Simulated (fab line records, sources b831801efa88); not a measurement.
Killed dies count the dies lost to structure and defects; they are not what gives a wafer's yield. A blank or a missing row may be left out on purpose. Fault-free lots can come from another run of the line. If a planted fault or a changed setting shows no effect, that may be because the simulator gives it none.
Matching of chambers + flow sky130 + SKY_VIA3_ETCH_15 on rie_diel-01: 4 sister chambers
The step etches SiO2 in C4F8/O2/Ar, stops on TiN, target depth 507 nm, time 78 s. 8 wafers are shown with their chamber, then 8 later ones without.

== WAFERS, EACH WITH ITS CHAMBER ==
| wafer  | chamber | oes_product_au (a.u.) |
|--------|---------|-----------------------|
| L075.2 | 1       | 0.945                 |
| L082.5 | 1       | 0.937                 |
| L082.6 | 0       | 0.938                 |
| L085.6 | 3       | 0.939                 |
| L087.2 | 3       | 0.942                 |
| L087.4 | 2       | 0.947                 |
| L087.6 | 2       | 0.941                 |
| L088.3 | 0       | 0.935                 |

== WAFERS MISSING THEIR CHAMBER ==
| wafer  | oes_product_au (a.u.) |
|--------|-----------------------|
| L088.4 | 0.943                 |
| L088.6 | 0.942                 |
| L095.1 | 0.946                 |
| L095.2 | 0.936                 |
| L095.6 | 0.938                 |
| L097.3 | 0.942                 |
| L097.5 | 0.932                 |
| L097.6 | 0.945                 |

== CHAMBER TAKEN BY EACH ==
| wafer  | from the rows above               | in truth |
|--------|-----------------------------------|----------|
| L088.4 | can't be placed: 2 or 1 or 3 or 0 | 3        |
| L088.6 | can't be placed: 1 or 3 or 2 or 0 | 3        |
| L095.1 | can't be placed: 2 or 1 or 3 or 0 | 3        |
| L095.2 | can't be placed: 0 or 3 or 1 or 2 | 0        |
| L095.6 | can't be placed: 0 or 3 or 1 or 2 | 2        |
| L097.3 | can't be placed: 1 or 3 or 2 or 0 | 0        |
| L097.5 | can't be placed: 0 or 3 or 1 or 2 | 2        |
| L097.6 | can't be placed: 2 or 1 or 3 or 0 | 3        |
Placed correctly: 0 of 8. These rows do not allow placing 8 (true chamber among the candidates in 8). Number placed wrongly: 0.
How it was worked out, from the rows above alone: a wafer's distance from a chamber is the root of the sum, over the readings, of the square of ((its reading less the chamber's mean) divided by the reading's scatter). If the next closest chamber is less than 2 further off than the closest, the wafer can't be placed; otherwise it belongs to the closest. For every chamber, the mean is computed from those of its wafers that are shown. The scatter: the root of (the sum of the squares of (reading less its chamber's mean) over the shown wafers, divided by (wafers less chambers)).
